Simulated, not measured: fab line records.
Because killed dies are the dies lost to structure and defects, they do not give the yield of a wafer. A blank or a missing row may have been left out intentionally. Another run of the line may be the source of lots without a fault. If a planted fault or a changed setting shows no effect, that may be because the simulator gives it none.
Which tool is to blame? + flow gf180mcu + Sampling: 24 lots, 72 wafers, 5 of 602 route steps

== WHAT THE GAUGES SHOWED, per wafer ==
GF_M2_OVL_MEAS_15.
| lot  | measured     | on         | M2_OVL (nm) |
|------|--------------|------------|-------------|
| L074 | day 19 01:58 | overlay-01 | 3 10 2      |
| L075 | day 19 12:47 | overlay-02 | 1 3 0       |
| L076 | day 19 23:08 | overlay-02 | -2 -6 -3    |
| L077 | day 20 13:28 | overlay-02 | 8 -2 -1     |
| L078 | day 20 22:02 | overlay-01 | -6 -2 -5    |
| L079 | day 21 03:25 | overlay-01 | 1 -7 -3     |
| L080 | day 21 12:52 | overlay-01 | 1 -2 -5     |
| L081 | day 21 22:44 | overlay-02 | -1 -3 4     |
| L082 | day 22 08:14 | overlay-01 | -9 -7 -9    |
| L083 | day 22 15:19 | overlay-02 | 3 -1 5      |
| L084 | day 23 01:31 | overlay-02 | -3 -5 2     |
| L085 | day 23 12:23 | overlay-01 | -4 -1 0     |
| L086 | day 23 16:29 | overlay-01 | -7 -14 -5   |
| L087 | day 23 23:01 | overlay-02 | 0 -6 0      |
| L088 | day 24 08:52 | overlay-02 | 3 -4 0      |
| L089 | day 24 17:19 | overlay-02 | -4 -4 -4    |
| L090 | day 25 01:04 | overlay-01 | 3 4 7       |
| L091 | day 25 09:14 | overlay-02 | -11 -4 -2   |
| L092 | day 25 20:59 | overlay-01 | -1 4 2      |
| L093 | day 25 21:20 | overlay-01 | -4 7 -1     |
| L094 | day 26 03:49 | overlay-02 | -2 -8 -6    |
| L095 | day 26 13:16 | overlay-02 | 7 4 11      |
| L096 | day 26 17:47 | overlay-01 | 5 -1 2      |
| L097 | day 27 02:01 | overlay-01 | 2 6 -5      |

GF_V3_THK_MEAS_25: measures by xrf.
| lot  | measured     | on            | V3_W_THK (nm) |
|------|--------------|---------------|---------------|
| L074 | day 22 07:59 | film_metro-03 | 364 361 362   |
| L075 | day 22 19:08 | film_metro-03 | 349 353 349   |
| L076 | day 23 03:51 | film_metro-03 | 355 352 357   |
| L077 | day 23 18:05 | film_metro-03 | 354 347 353   |
| L078 | day 24 01:17 | film_metro-01 | 356 362 360   |
| L079 | day 24 06:21 | film_metro-01 | 357 356 351   |
| L080 | day 24 14:53 | film_metro-04 | 351 355 352   |
| L081 | day 25 00:54 | film_metro-03 | 348 351 351   |
| L082 | day 25 09:08 | film_metro-03 | 346 353 345   |
| L083 | day 25 14:46 | film_metro-03 | 346 348 346   |
| L084 | day 26 02:05 | film_metro-04 | 348 350 355   |
| L085 | day 26 11:11 | film_metro-03 | 348 348 343   |
| L086 | day 26 14:35 | film_metro-03 | 352 352 352   |
| L087 | day 26 20:48 | film_metro-04 | 362 357 358   |
| L088 | day 27 06:12 | film_metro-03 | 352 354 355   |
| L089 | day 27 13:27 | film_metro-03 | 359 356 358   |
| L090 | day 27 20:46 | film_metro-03 | 354 356 351   |
| L091 | day 28 04:42 | film_metro-01 | 355 359 352   |
| L092 | day 28 17:15 | film_metro-01 | 366 366 365   |
| L093 | day 28 16:28 | film_metro-04 | 350 355 355   |
| L094 | day 28 21:32 | film_metro-01 | 363 368 365   |
| L095 | day 29 06:03 | film_metro-01 | 351 356 360   |
| L096 | day 29 10:49 | film_metro-01 | 360 364 364   |
| L097 | day 29 18:11 | film_metro-03 | 351 354 354   |

== TOOL THAT RAN EACH LOT (tool first, then ch and the chambers of the sampled wafers, then the start) ==
| lot  | GF_MVPSD_STRIP_10                    | GF_CONTACT_STRIP_18                  | GF_V2_CMP_26                  |
|------|--------------------------------------|--------------------------------------|-------------------------------|
| L074 | plasma_asher-04 ch 0,1, day 5 01:56  | plasma_asher-02 ch 0,1, day 15 23:31 | cmp-02 ch 0,1,2, day 20 04:52 |
| L075 | plasma_asher-02 ch 0,1, day 5 06:37  | plasma_asher-03 ch 0,1, day 16 09:42 | cmp-01 ch 1,2,3, day 20 16:05 |
| L076 | plasma_asher-02 ch 1, day 5 11:02    | plasma_asher-04 ch 0,1, day 16 19:49 | cmp-01 ch 1,2,3, day 21 02:22 |
| L077 | plasma_asher-02 ch 1, day 5 18:17    | plasma_asher-03 ch 0,1, day 17 07:49 | cmp-01 ch 0,2,3, day 21 16:10 |
| L078 | plasma_asher-04 ch 0,1, day 6 01:10  | plasma_asher-03 ch 0,1, day 17 16:39 | cmp-01 ch 0,1, day 22 00:31   |
| L079 | plasma_asher-03 ch 0,1, day 6 06:17  | plasma_asher-04 ch 1, day 17 23:01   | cmp-02 ch 0,2, day 22 06:04   |
| L080 | plasma_asher-02 ch 0,1, day 6 12:56  | plasma_asher-04 ch 0,1, day 18 06:25 | cmp-02 ch 2,3, day 22 15:03   |
| L081 | plasma_asher-03 ch 0, day 6 17:50    | plasma_asher-04 ch 0,1, day 18 16:37 | cmp-02 ch 0,1,2, day 23 01:27 |
| L082 | plasma_asher-02 ch 0,1, day 7 00:25  | plasma_asher-04 ch 0,1, day 19 02:31 | cmp-01 ch 0,1,3, day 23 09:57 |
| L083 | plasma_asher-02 ch 0,1, day 7 07:17  | plasma_asher-02 ch 0,1, day 19 09:33 | cmp-02 ch 0,1,2, day 23 16:15 |
| L084 | plasma_asher-02 ch 0,1, day 7 13:20  | plasma_asher-03 ch 0,1, day 19 21:57 | cmp-02 ch 0,2,3, day 24 03:51 |
| L085 | plasma_asher-02 ch 0,1, day 7 18:40  | plasma_asher-02 ch 0,1, day 20 09:14 | cmp-01 ch 0,1,3, day 24 13:21 |
| L086 | plasma_asher-04 ch 0,1, day 7 22:47  | plasma_asher-04 ch 0,1, day 20 13:40 | cmp-01 ch 0,1,2, day 24 17:01 |
| L087 | plasma_asher-02 ch 0,1, day 8 05:35  | plasma_asher-04 ch 0,1, day 20 20:25 | cmp-02 ch 2,3, day 24 23:26   |
| L088 | plasma_asher-02 ch 0,1, day 8 11:50  | plasma_asher-04 ch 0,1, day 21 07:28 | cmp-01 ch 0,1,2, day 25 09:44 |
| L089 | plasma_asher-02 ch 0,1, day 8 17:56  | plasma_asher-04 ch 0,1, day 21 16:25 | cmp-01 ch 0,1,2, day 25 17:48 |
| L090 | plasma_asher-02 ch 0,1, day 9 02:41  | plasma_asher-03 ch 0, day 22 00:57   | cmp-01 ch 0,1,3, day 26 00:50 |
| L091 | plasma_asher-04 ch 0,1, day 9 07:34  | plasma_asher-02 ch 0,1, day 22 09:18 | cmp-01 ch 1,2,3, day 26 09:09 |
| L092 | plasma_asher-02 ch 0,1, day 9 14:47  | plasma_asher-04 ch 1, day 22 22:00   | cmp-01 ch 0,1,2, day 26 21:22 |
| L093 | plasma_asher-04 ch 0,1, day 9 18:47  | plasma_asher-04 ch 0, day 22 23:31   | cmp-02 ch 0,1, day 26 20:54   |
| L094 | plasma_asher-02 ch 0,1, day 9 23:08  | plasma_asher-04 ch 0,1, day 23 06:38 | cmp-01 ch 1,2, day 27 03:54   |
| L095 | plasma_asher-02 ch 1, day 10 06:50   | plasma_asher-03 ch 0,1, day 23 16:34 | cmp-02 ch 0,2,3, day 27 12:08 |
| L096 | plasma_asher-04 ch 0,1, day 10 12:01 | plasma_asher-03 ch 0,1, day 23 21:09 | cmp-01 ch 0,2,3, day 27 16:25 |
| L097 | plasma_asher-02 ch 0,1, day 10 17:53 | plasma_asher-04 ch 0,1, day 24 05:40 | cmp-02 ch 0,2,3, day 28 00:34 |
- GF_MVPSD_STRIP_10: strips in O2/N2.
- GF_CONTACT_STRIP_18: strips in O2/N2.
- GF_V2_CMP_26: polishes, stops on SiO2, t overpolish 15 s, target thk 0 nm.

== AS READ BY THE TOOLS THEMSELVES (means over the sampled wafers that have a number; for cases with no such wafer, the mark the record gives instead) ==
GF_MVPSD_STRIP_10.
| lot  | tool            | chamber_pressure_mTorr (mTorr) | drypump_motor_current_A (A) | heater_power_w (W) | oes_product_au (a.u.) | strip_time_to_endpoint_s (s) |
|------|-----------------|--------------------------------|-----------------------------|--------------------|-----------------------|------------------------------|
| L074 | plasma_asher-04 | 1499.0                         | 5.92                        | 380                | 0.723                 | 36.75                        |
| L075 | plasma_asher-02 | 1500.0                         | 5.98                        | 356                | 0.721                 | 36.92                        |
| L076 | plasma_asher-02 | 1500.6                         | 6.10                        | 372                | 0.717                 | 37.04                        |
| L077 | plasma_asher-02 | 1500.7                         | 6.11                        | 378                | 0.724                 | 36.95                        |
| L078 | plasma_asher-04 | 1499.6                         | 5.90                        | 358                | 0.723                 | 36.94                        |
| L079 | plasma_asher-03 | 1498.6                         | 5.73                        | 319                | 0.721                 | 36.87                        |
| L080 | plasma_asher-02 | 1501.0                         | 5.99                        | 352                | 0.724                 | 36.83                        |
| L081 | plasma_asher-03 | 1500.8                         | 6.00                        | 327                | 0.720                 | 37.04                        |
| L082 | plasma_asher-02 | 1500.3                         | 5.99                        | 349                | 0.725                 | 37.04                        |
| L083 | plasma_asher-02 | 1499.5                         | 5.98                        | 356                | 0.724                 | 36.94                        |
| L084 | plasma_asher-02 | 1500.5                         | 6.05                        | 364                | 0.723                 | 36.97                        |
| L085 | plasma_asher-02 | 1501.4                         | 6.05                        | 363                | 0.720                 | 36.80                        |
| L086 | plasma_asher-04 | 1501.7                         | 5.93                        | 381                | 0.718                 | 36.88                        |
| L087 | plasma_asher-02 | 1499.3                         | 6.04                        | 364                | 0.721                 | 36.99                        |
| L088 | plasma_asher-02 | 1499.3                         | 6.05                        | 364                | 0.724                 | 37.00                        |
| L089 | plasma_asher-02 | 1499.9                         | 5.99                        | 353                | 0.727                 | 37.01                        |
| L090 | plasma_asher-02 | 1500.1                         | 6.04                        | 364                | 0.723                 | 37.11                        |
| L091 | plasma_asher-04 | 1499.8                         | 5.94                        | 378                | 0.724                 | 37.03                        |
| L092 | plasma_asher-02 | 1500.2                         | 5.98                        | 356                | 0.720                 | 36.88                        |
| L093 | plasma_asher-04 | 1499.2                         | 5.90                        | 367                | 0.723                 | 36.97                        |
| L094 | plasma_asher-02 | 1498.8                         | 5.98                        | 349                | 0.719                 | 37.07                        |
| L095 | plasma_asher-02 | 1499.2                         | 6.13                        | 377                | 0.724                 | 37.13                        |
| L096 | plasma_asher-04 | 1499.9                         | 5.92                        | 378                | 0.721                 | 36.97                        |
| L097 | plasma_asher-02 | 1500.1                         | 5.98                        | 356                | 0.717                 | 36.96                        |

GF_CONTACT_STRIP_18.
| lot  | tool            | chamber_pressure_mTorr (mTorr) | drypump_motor_current_A (A) | heater_power_w (W) | oes_product_au (a.u.) |
|------|-----------------|--------------------------------|-----------------------------|--------------------|-----------------------|
| L074 | plasma_asher-02 | 1499.4                         | 5.97                        | 360                | 0.584                 |
| L075 | plasma_asher-03 | 1499.8                         | 5.78                        | 315                | 0.583                 |
| L076 | plasma_asher-04 | 1501.5                         | 5.88                        | 361                | 0.577                 |
| L077 | plasma_asher-03 | 1499.3                         | 5.50                        | 303                | 0.581                 |
| L078 | plasma_asher-03 | 1501.7                         | 5.51                        | 308                | 0.579                 |
| L079 | plasma_asher-04 | 1500.0                         | 5.95                        | 397                | 0.580                 |
| L080 | plasma_asher-04 | 1501.7                         | 5.94                        | 383                | 0.579                 |
| L081 | plasma_asher-04 | 1500.6                         | 5.89                        | 359                | 0.579                 |
| L082 | plasma_asher-04 | 1500.0                         | 5.93                        | 383                | 0.583                 |
| L083 | plasma_asher-02 | 1499.1                         | 6.04                        | 364                | 0.584                 |
| L084 | plasma_asher-03 | 1498.7                         | 5.76                        | 327                | 0.578                 |
| L085 | plasma_asher-02 | 1501.1                         | 5.97                        | 353                | 0.580                 |
| L086 | plasma_asher-04 | 1500.6                         | 5.91                        | 367                | 0.586                 |
| L087 | plasma_asher-04 | 1499.9                         | 5.90                        | 360                | 0.585                 |
| L088 | plasma_asher-04 | 1499.5                         | 5.90                        | 362                | 0.580                 |
| L089 | plasma_asher-04 | 1501.0                         | 5.91                        | 377                | 0.580                 |
| L090 | plasma_asher-03 | 1499.7                         | 5.99                        | 349                | 0.581                 |
| L091 | plasma_asher-02 | 1500.3                         | 6.05                        | 365                | 0.577                 |
| L092 | plasma_asher-04 | 1499.6                         | 5.98                        | 404                | 0.583                 |
| L093 | plasma_asher-04 | 1499.8                         | 5.89                        | 344                | 0.580                 |
| L094 | plasma_asher-04 | 1500.4                         | 5.92                        | 377                | 0.576                 |
| L095 | plasma_asher-03 | 1501.0                         | 5.72                        | 326                | 0.578                 |
| L096 | plasma_asher-03 | 1500.9                         | 5.49                        | 304                | 0.579                 |
| L097 | plasma_asher-04 | 1498.9                         | 5.89                        | 368                | 0.578                 |

GF_V2_CMP_26.
| lot  | tool   | motor_current_A (A) | overpolish_run_s (s) | time_to_endpoint_s (s) |
|------|--------|---------------------|----------------------|------------------------|
| L074 | cmp-02 | 12.3                | 14.992               | 81.8                   |
| L075 | cmp-01 | 10.6                | 15.007               | 86.1                   |
| L076 | cmp-01 | 10.3                | 14.996               | 85.1                   |
| L077 | cmp-01 | 10.1                | 15.001               | 86.4                   |
| L078 | cmp-01 | 10.4                | 15.003               | 83.7                   |
| L079 | cmp-02 | 10.5                | 15.002               | 83.2                   |
| L080 | cmp-02 | 11.5                | 15.006               | 83.3                   |
| L081 | cmp-02 | 11.4                | 14.996               | 80.7                   |
| L082 | cmp-01 | 10.4                | 14.998               | 83.2                   |
| L083 | cmp-02 | 11.5                | 14.998               | 84.1                   |
| L084 | cmp-02 | 11.3                | 14.997               | 85.8                   |
| L085 | cmp-01 | 10.8                | 15.000               | 81.1                   |
| L086 | cmp-01 | 10.5                | 14.994               | 84.7                   |
| L087 | cmp-02 | 11.3                | 14.998               | 84.9                   |
| L088 | cmp-01 | 10.6                | 14.997               | 85.0                   |
| L089 | cmp-01 | 10.6                | 15.004               | 80.9                   |
| L090 | cmp-01 | 10.2                | 15.008               | 84.9                   |
| L091 | cmp-01 | 10.5                | 14.998               | 80.3                   |
| L092 | cmp-01 | 10.3                | 15.001               | 81.0                   |
| L093 | cmp-02 | 11.7                | 15.002               | 88.5                   |
| L094 | cmp-01 | 10.7                | 15.000               | 84.4                   |
| L095 | cmp-02 | 11.2                | 15.002               | 87.8                   |
| L096 | cmp-01 | 9.9                 | 15.002               | 84.5                   |
| L097 | cmp-02 | 11.0                | 14.999               | 87.4                   |

== THE ANSWER, worked out from the rows above alone ==
Rule: what is usual is taken from the lots themselves. Put in order of their means at a reading, lots are off if they are a third of the lots or fewer, leave a main group of 4 or more, and stand apart from it by a gap of 3 or more times the standard deviation of the main group's means; of several such gaps the widest counts. A main group is skipped when, at the precision printed for the reading in the tables above, its means are all equal. Also off: a lot with no number at a reading for which 4 or more lots have one. Where the step has rows for the other lots, those lots are counted as sound. The gauges are gone through in route order, then the tools' own readings, and for those a lot's mean is taken as printed above. At the first step where some lot is off, the reading lying furthest off is the one used; lots without a number count as furthest.
No lot is off at any reading shown: from this, nothing can be told.

== WHAT THE SIMULATOR HAD INSERTED ==
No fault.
